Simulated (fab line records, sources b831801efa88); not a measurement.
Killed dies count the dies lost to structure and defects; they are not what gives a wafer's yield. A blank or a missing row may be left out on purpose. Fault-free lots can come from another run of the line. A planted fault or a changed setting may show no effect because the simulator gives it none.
Which tool was responsible? | flow sfq line | 14 lots (42 wafers sampled), 1 step of a 325-step route

WHAT THE GAUGES READ, wafer by wafer
Not one reading of a measure or inspect step in the record can be checked against a usual standard deviation.

WHICH TOOL RAN EACH LOT (tool, then ch and the chambers of the sampled wafers, then the start)
lot  | SFQ_TRILAYER_I2_VIA_LITHO_PEB_070
L129 | litho track-02 ch 0, day 29 06:40
L130 | litho track-02 ch 0, day 31 11:57
L131 | litho track-04 ch 0, day 31 17:59
L133 | litho track-01 ch 0, day 38 11:37
L134 | litho track-01 ch 0, day 38 15:13
L135 | litho track-02 ch 0, day 39 04:25
L137 | litho track-01 ch 0, day 40 02:46
L142 | litho track-01 ch 0, day 41 17:04
L143 | litho track-01 ch 0, day 42 08:43
L144 | litho track-01 ch 0, day 42 18:16
L148 | litho track-01 ch 0, day 46 02:40
L149 | litho track-01 ch 0, day 46 07:28
L150 | litho track-01 ch 0, day 46 11:07
L152 | litho track-04 ch 0, day 46 14:40
- SFQ_TRILAYER_I2_VIA_LITHO_PEB_070: peb time 60 s.

WHAT THE TOOLS THEMSELVES READ (means of the sampled wafers that have a number; where no wafer has one, the mark that the record gives instead)
SFQ_TRILAYER_I2_VIA_LITHO_PEB_070.
lot  | tool           | heater power total W (W) | plate temp C (C)
L129 | litho track-02 | 79.20                    | 115.03
L130 | litho track-02 | 79.17                    | 114.90
L131 | litho track-04 | 79.19                    | 115.01
L133 | litho track-01 | 79.12                    | 114.84
L134 | litho track-01 | 79.06                    | 115.07
L135 | litho track-02 | 79.25                    | 115.06
L137 | litho track-01 | 79.19                    | 114.92
L142 | litho track-01 | 79.16                    | 114.93
L143 | litho track-01 | 77.87                    | 113.54
L144 | litho track-01 | 77.99                    | 113.55
L148 | litho track-01 | 79.13                    | 115.00
L149 | litho track-01 | 79.18                    | 114.94
L150 | litho track-01 | 79.23                    | 115.07
L152 | litho track-04 | 79.17                    | 114.96

THE ANSWER, worked out from the rows above alone
Rule: the usual values come from the lots themselves. The widest of any qualifying gaps counts: lots, ordered by their means at a reading, are off when they make up no more than a third of the lots, leave a main group of 4 or more, and stand apart from it by 3 or more times the standard deviation of that group's means. A main group whose means are all the same, to the digits that the tables above print for the reading, isn't used. A lot without any number at a reading at which 4 lots or more have one is off too. Where the step has rows for the other lots, those lots are counted as sound. First the gauges in route order, then the tools' own readings, where a lot's mean is used as printed above. At the first step where some lot is off, the reading lying furthest off is the one used; lots without a number count as furthest.
Off: L143, L144, at SFQ_TRILAYER_I2_VIA_LITHO_PEB_070 (heater power total W). The main group: mean 79.17 W, standard deviation 0.048.
A tool fits if, at that step or a process step before it, it ran every lot that is off, and no sound lot after the first of them. No candidate that was tried fits.

WHAT HAD BEEN PUT IN BY THE SIMULATOR
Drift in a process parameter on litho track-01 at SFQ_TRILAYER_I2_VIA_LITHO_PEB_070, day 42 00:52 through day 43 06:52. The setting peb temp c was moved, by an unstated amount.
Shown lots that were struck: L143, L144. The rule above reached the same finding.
